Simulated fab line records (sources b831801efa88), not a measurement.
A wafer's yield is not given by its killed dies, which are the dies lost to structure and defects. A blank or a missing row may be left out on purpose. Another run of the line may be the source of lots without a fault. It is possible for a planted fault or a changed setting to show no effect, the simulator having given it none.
Problem report in the 8D (eight disciplines) form, filled by code / flow sky130 / the parts of the form that need people (team, actions taken, sign-off) are left out

== 1. WHAT IS WRONG ==
run length s at SKY_FIELD_ISO_ETCH_17 reads a mean of 118.7 s on 3 wafers of 2 lots; wafers without a fault read 125.9 s with a standard deviation of 0.44. Measured from the usual mean, that is -16 standard deviations.
The step: etches Si in HBr/Cl2/O2, target depth 342 nm, time 97.7 s.
First seen on wafer L209.4, day 5 18:22, on rie si-01. The record holds 16 wafers of 6 lots with a number at this step. Rule for "out" (also "out of limits"): further than 4 standard deviations from the usual mean. The other wafers with a number count as sound.

== 2. WHAT IT IS AND WHAT IT IS NOT ==
question=which readings at this step | is=run length s | is not=drypump motor current A, mfc cl2 sccm, oes product au, throttle valve pct
question=which lots | is=L209, L210 | is not=L201, L203, L206, L215
question=which wafers of those lots | is=L209.4, L209.5, L210.4 | is not=L210.2
question=read on which tools | is=rie si-01 | is not=rie si-02
question=when | is=from day 5 18:22 | is not=up to then (9 sound wafers); but 4 sound wafers of L210, L215 came after

== 3. THE SUSPECTS, EACH WITH WHAT RULES IT OUT ==
Counting: any tool at a process step up to the reading remains a suspect provided it ran every lot that is out. Sound lots after the first of them don't rule it out here, since some wafers of a struck lot are sound.
- rie diel-02 at SKY_FIELD_ISO_ETCH_14 (etches BARC in N2/H2, stops on SiO2, time 45.9 s, target depth 60 nm): kept. Every lot that is out went through it, the first being L209 (day 5 18:10); the last sound lot it ran before that was L203 (day 4 09:55).
- rie diel-02 at SKY_FIELD_ISO_ETCH_15 (etches the open film in CHF3/O2, stops on Si, target depth 180 nm, time 72 s): kept. Every lot that is out went through it, the first being L209 (day 5 18:13); the last sound lot it ran before that was L203 (day 4 09:58).
- rie si-01 at SKY_FIELD_ISO_ETCH_17 (etches Si in HBr/Cl2/O2, target depth 342 nm, time 97.7 s): kept. Every lot that is out went through it, the first being L209 (day 5 18:22); the last sound lot it ran before that was L203 (day 4 10:07). Its own readings are out on those wafers: run length s.
- Within rie diel-02 at SKY_FIELD_ISO_ETCH_14: the wafers that are out ran in chambers 0, 1; their sound lot-mates ran in chamber 3.
- Within rie diel-02 at SKY_FIELD_ISO_ETCH_15: the wafers that are out ran in chambers 0, 1; their sound lot-mates ran in chamber 3.
rie diel-02 at SKY_FIELD_ISO_ETCH_14, rie diel-02 at SKY_FIELD_ISO_ETCH_15 and rie si-01 at SKY_FIELD_ISO_ETCH_17 are what is left after counting.

== 4. THE CAUSE (what the simulator had put in) ==
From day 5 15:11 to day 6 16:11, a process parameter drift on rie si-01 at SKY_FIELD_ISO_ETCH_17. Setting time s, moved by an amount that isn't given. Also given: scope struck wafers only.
Of the 3 suspects that counting leaves, this tool is one.

== 5. THE EFFECT CHAIN, in route order ==
Each row: a reading whose mean over the struck wafers that have a number lies more than 3 standard deviations from the usual. Scope: only readings with a usual standard deviation given in the record; hours: median across lots of the time from each lot's start at the first step in this table that gives one to its start at this step; sigmas: change in usual standard deviations.
hours=0; step=SKY_FIELD_ISO_ETCH_17; reading=run length s; usual=125.9 s; on struck wafers=118.7; change=-7.2; sigmas=-16
Here are the process steps it includes:
- SKY_FIELD_ISO_ETCH_17: etches Si in HBr/Cl2/O2, target depth 342 nm, time 97.7 s.

== 6. HOW IT WOULD HAVE BEEN CAUGHT EARLIER ==
The fault began at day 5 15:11; the first out-of-limits reading in this record came at day 5 18:22, 3 hours later.
